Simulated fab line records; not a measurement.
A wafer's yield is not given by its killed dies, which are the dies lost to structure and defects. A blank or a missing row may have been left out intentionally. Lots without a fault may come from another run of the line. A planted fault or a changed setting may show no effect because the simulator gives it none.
Chamber matching | flow gf180mcu | pecvd-01 running GF_PASSIVATION_CVD_00: 3 sister chambers
The step deposits SiO2 from TEOS, target thk 1000 nm, time 111.95 s. 6 wafers are shown with their chamber, then 9 later ones without.

## WAFERS WITH THEIR CHAMBER
wafer  | chamber | heater_power_w (W) | rf_fwd_power_W (W)
L087.2 | 0       | 536                | 600.5
L087.3 | 1       | 625                | 596.6
L087.6 | 2       | 522                | 597.8
L088.1 | 0       | 541                | 597.4
L088.2 | 1       | 656                | 597.2
L088.5 | 2       | 626                | 594.6

## WAFERS WITH NO CHAMBER GIVEN
wafer  | heater_power_w (W) | rf_fwd_power_W (W)
L090.1 | 623                | 596.0
L090.2 | 582                | 598.9
L090.3 | 646                | 592.9
L091.2 | 576                | 595.2
L091.3 | 561                | 597.4
L091.4 | 567                | 596.5
L096.1 | 650                | 596.8
L096.2 | 597                | 595.7
L096.5 | 456                | 600.1

## CHAMBER TAKEN BY EACH
wafer  | from the rows above          | in truth
L090.1 | can't be placed: 1 or 2 or 0 | 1
L090.2 | can't be placed: 0 or 2 or 1 | 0
L090.3 | can't be placed: 1 or 2 or 0 | 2
L091.2 | can't be placed: 2 or 1 or 0 | 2
L091.3 | can't be placed: 2 or 0 or 1 | 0
L091.4 | can't be placed: 2 or 0 or 1 | 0
L096.1 | can't be placed: 1 or 2      | 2
L096.2 | can't be placed: 2 or 1 or 0 | 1
L096.5 | can't be placed: 0 or 2      | 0
0 of 9 placed correctly. Unplaceable from these rows: 9, with the true chamber sitting among the candidates in 9. Placed wrongly: 0.
How it was worked out, from the rows above alone: a wafer's distance from a chamber is the root of the sum, over the readings, of the square of ((its reading less the chamber's mean) divided by the reading's scatter). If the next closest chamber is less than 2 further off than the closest, the wafer can't be placed; otherwise it belongs to the closest. A chamber's mean is the mean of its shown wafers. The scatter is the square root of a quotient: the sum, over the shown wafers, of each reading's squared deviation from its chamber's mean, divided by wafers minus chambers.
